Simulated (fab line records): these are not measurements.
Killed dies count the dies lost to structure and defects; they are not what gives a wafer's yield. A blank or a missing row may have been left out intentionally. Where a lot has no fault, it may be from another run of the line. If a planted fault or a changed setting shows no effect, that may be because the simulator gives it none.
Problem report in the 8D (eight disciplines) form, filled by code + flow gf180mcu + the parts of the form that need people (team, actions taken, sign-off) are left out

1. THE ISSUE
V3_CVD_00_THK at GF_V3_THK_MEAS_01 reads a mean of 513 nm on 9 wafers of 3 lots; wafers without a fault read 601 nm with a standard deviation of 6.5. That puts it -14 standard deviations away from the usual mean.
Earliest sighting: wafer L948.3 on filmMetro-01 at day 27 19:43. Wafers with a number at this step in the record: 45, from 15 lots. Rule for "out", or "out of limits": more than 4 standard deviations from the usual mean. The other wafers with a number count as sound.

2. WHAT IT IS AND WHAT IT IS NOT
| question                    | is                     | is not                                                                 |
|-----------------------------|------------------------|------------------------------------------------------------------------|
| which readings at this step | V3_CVD_00_THK          | -                                                                      |
| which lots                  | L948, L949, L951       | L929, L930, L931, L933, L934, L935, L937, L940, L941, L942, L943, L944 |
| which wafers of those lots  | all that have a number | -                                                                      |
| read on which gauges        | filmMetro-01           | filmMetro-03, filmMetro-04                                             |
| when                        | from day 27 19:43      | up to then (36 sound wafers)                                           |

3. THE SUSPECTS, EACH WITH WHAT RULES IT OUT
Counting: a tool stays on the suspect list if, at a process step up to the reading, it processed all lots that are out and no sound lot following the first of them.
- the gauge at GF_V3_THK_MEAS_01: ruled out. All the wafers that are out were read on filmMetro-01, but those of them that GF_V3_CVD_00 has rows for are out there too, on other tools.
- hdpcvd-01 at GF_V3_CVD_00 (deposits SiO2, target thk 600 nm, time 100 s): kept. It ran every lot that is out, first L948 (day 27 19:37), and no sound lot after that; its last sound lot up to then is L941 (day 25 14:35). Its own readings are out on those wafers: sih4FlowSccm.
The count leaves hdpcvd-01 at GF_V3_CVD_00.

4. THE CAUSE (what the simulator had put in)
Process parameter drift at GF_V3_CVD_00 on hdpcvd-01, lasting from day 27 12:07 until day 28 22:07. A move of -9 in setting sih4FlowSccm, from 60. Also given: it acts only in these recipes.
This tool alone remained once counting was done.

5. SEQUENCE OF EFFECTS, ordered by route
Rows list readings where the struck wafers' mean (over those with a number) sits beyond 3 standard deviations from the usual. Scope: only readings with a usual standard deviation given in the record; hours: median across lots of the time from each lot's start at the first step in this table that gives one to its start at this step; sigmas: change in usual standard deviations.
| hours | step              | reading       | usual      | on struck wafers | change | sigmas |
|-------|-------------------|---------------|------------|------------------|--------|--------|
| 0     | GF_V3_CVD_00      | sih4FlowSccm  | 60.00 sccm | 50.89            | -9.11  | -54    |
| 0     | GF_V3_THK_MEAS_01 | V3_CVD_00_THK | 601 nm     | 513              | -88    | -14    |
Here are the process steps it includes:
- GF_V3_CVD_00: deposits SiO2, target thk 600 nm, time 100 s.

6. WHAT WOULD HAVE CAUGHT IT SOONER
The first out-of-limits reading at a measuring or inspecting step in this record came at day 27 19:43, 8 hours after the fault's start at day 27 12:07.
The tool's own readings at GF_V3_CVD_00 were out on every struck wafer that the step has a row for (sih4FlowSccm): an alarm limit on them would have fired on the first of those.
Lots out: 3; of these, L949, L951 started GF_V3_CVD_00 on hdpcvd-01 after day 27 19:43. A hold on the tool at that time would have spared those 2.
